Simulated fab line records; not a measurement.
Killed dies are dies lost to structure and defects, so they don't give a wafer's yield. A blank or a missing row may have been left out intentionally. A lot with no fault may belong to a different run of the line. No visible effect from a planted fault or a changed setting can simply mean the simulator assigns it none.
Matching of chambers | flow sky130 | SKY_LI_CONTACT_CMP_02 on cmp-02: 4 sister chambers
The step polishes PSG. 8 wafers are shown with their chamber, then 8 later ones without.

## WAFERS WITH THEIR CHAMBER
wafer  | chamber | motorCurrentA (A) | timeToEndpointS (s)
L305.1 | 1       | 12.3              | 30
L305.4 | 3       | 10.6              | 25
L304.1 | 3       | 10.0              | 24
L304.3 | 0       | 13.8              | 28
L307.3 | 2       | 11.4              | 30
L307.5 | 1       | 13.0              | 35
L307.6 | 2       | 10.9              | 30
L310.3 | 0       | 14.0              | 26

## WAFERS WHOSE CHAMBER IS MISSING
wafer  | motorCurrentA (A) | timeToEndpointS (s)
L310.5 | 10.5              | 27
L310.6 | 11.0              | 29
L312.1 | 11.0              | 32
L312.3 | 10.2              | 27
L312.4 | 12.7              | 36
L313.2 | 9.8               | 27
L313.4 | 11.1              | 31
L313.5 | 11.7              | 33

## THE CHAMBER EACH PASSED THROUGH
wafer  | from the rows above     | in truth
L310.5 | can't be placed: 3 or 2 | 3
L310.6 | 2                       | 2
L312.1 | 2                       | 2
L312.3 | can't be placed: 3 or 2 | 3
L312.4 | 1                       | 1
L313.2 | 3                       | 3
L313.4 | 2                       | 2
L313.5 | can't be placed: 2 or 1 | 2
Correctly placed: 5 of 8. Cannot be placed on the basis of these rows: 3; the candidates contain the true chamber in 3. 0 placed wrongly.
How it was worked out, from the rows above alone: a wafer's distance from a chamber is the root of the sum, over the readings, of the square of ((its reading less the chamber's mean) divided by the reading's scatter). If the next closest chamber is less than 2 further off than the closest, the wafer can't be placed; otherwise it belongs to the closest. For every chamber, the mean is computed from those of its wafers that are shown. How the scatter is found: for the shown wafers, subtract from each reading the mean of its chamber, square and add these, divide the total by (wafers less chambers), then take the root.
